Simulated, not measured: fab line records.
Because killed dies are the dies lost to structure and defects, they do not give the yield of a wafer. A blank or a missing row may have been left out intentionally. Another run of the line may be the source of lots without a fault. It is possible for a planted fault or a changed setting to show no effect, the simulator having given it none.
8D (eight disciplines) problem report, filled in by code | flow sky130 | the parts of the form that need people (team, actions taken, sign-off) are left out

## 1. THE ISSUE
Mean SONOS_ONO_OXIDATION_THK at SKY_SONOS_ONO_THK_MEAS_01: 1.50 nm over 6 wafers in 2 lots; fault-free wafers: 2.60 nm, standard deviation 0.049. Relative to the usual mean, that is a shift of -23 standard deviations.
Seen first at day 13 11:24 on film-metro-04, wafer L510.2. The record holds 42 wafers of 14 lots with a number at this step. The rule behind "out" and "out of limits": a value lying over 4 standard deviations away from the usual mean. The rest of the wafers with a number are treated as sound.

## 2. WHAT IT IS, WHAT IT ISN'T
question                    | is                           | is not
which readings at this step | SONOS_ONO_OXIDATION_THK      | -
which lots                  | L510, L511                   | L503, L504, L505, L506, L509, L519, L520, L522, L523, L524, L525, L526
which wafers of those lots  | all that have a number       | -
read on which gauges        | film-metro-02, film-metro-04 | film-metro-03
when                        | from day 13 11:24            | up to then (15 sound wafers); but 21 sound wafers of L519, L520, L522, L523, L524, L525, L526 came after

## 3. SUSPECTS, AND WHAT RULES EACH OUT
Counting: a tool stays on the suspect list if, at a process step up to the reading, it processed all lots that are out and no sound lot following the first of them.
- the gauge at SKY_SONOS_ONO_THK_MEAS_01 is ruled out. 2 gauges (film-metro-02, film-metro-04) read the wafers that are out.
- furnace-01 at SKY_SONOS_ONO_OXIDATION_00 (stabilise 600 s, purge 300 s, target thk 2.6 nm): ruled out as a lasting fault. After its first lot that is out, L510 (day 13 10:02), sound lots L519, L522, L523, L524, L525, L526 ran on it.
Left after counting: nothing in the record.

## 4. THE CAUSE (what the simulator had put in)
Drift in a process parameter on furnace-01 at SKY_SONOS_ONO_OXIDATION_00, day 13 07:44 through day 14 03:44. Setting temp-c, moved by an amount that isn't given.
The count ruled it out by mistake, since the rule takes a fault to strike every lot its tool runs from the start of the fault on, and this one did not do so.

## 5. THE CHAIN OF EFFECTS, in route order
One row per reading whose mean, taken over the struck wafers that have a number, lies over 3 standard deviations from the usual. Only readings whose record carries a usual standard deviation are examined. hours: median over the lots of the time between each lot's start at the first step of this table that gives one and its start at this step. sigmas: the change, counted in usual standard deviations.
hours | step                       | reading                 | usual   | on struck wafers | change | sigmas
0     | SKY_SONOS_ONO_OXIDATION_00 | spike-tc-bottom-C       | 820.5 C | 782.4            | -38.1  | -18
0     | SKY_SONOS_ONO_OXIDATION_00 | spike-tc-centre-C       | 799.1 C | 761.2            | -37.9  | -32
0     | SKY_SONOS_ONO_OXIDATION_00 | spike-tc-lower-C        | 799.7 C | 761.7            | -38.0  | -27
0     | SKY_SONOS_ONO_OXIDATION_00 | spike-tc-top-C          | 814.0 C | 779.0            | -35.0  | -14
0     | SKY_SONOS_ONO_OXIDATION_00 | spike-tc-upper-C        | 801.1 C | 763.6            | -37.5  | -39
0     | SKY_SONOS_ONO_OXIDATION_00 | tube-center-temp-C      | 800 C   | 763              | -37    | -99 or more
0     | SKY_SONOS_ONO_OXIDATION_00 | tube_center_temp_C_max  | 802.0   | 764.4            | -37.6  | -99 or more
0     | SKY_SONOS_ONO_OXIDATION_00 | zone-power-centre-pct   | 14.48 % | 13.14            | -1.34  | -6.1
0     | SKY_SONOS_ONO_OXIDATION_00 | zone-power-upper-pct    | 14.1 %  | 12.6             | -1.5   | -4.2
1     | SKY_SONOS_ONO_THK_MEAS_01  | SONOS_ONO_OXIDATION_THK | 2.60 nm | 1.50             | -1.10  | -23
It contains these process steps:
- SKY_SONOS_ONO_OXIDATION_00: stabilise 600 s, purge 300 s, target thk 2.6 nm.

## 6. WHAT WOULD HAVE CAUGHT IT SOONER
4 hours passed between the start of the fault at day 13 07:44 and the first reading out of limits at a measuring or inspecting step in this record, taken at day 13 11:24.
The tool's own readings at SKY_SONOS_ONO_OXIDATION_00 were out on every struck wafer that the step has a row for (spike-tc-bottom-C, spike-tc-centre-C, spike-tc-lower-C, spike-tc-top-C, spike-tc-upper-C, tube-center-temp-C, tube_center_temp_C_max, zone-power-centre-pct): an alarm limit on them would have fired on the first of those.
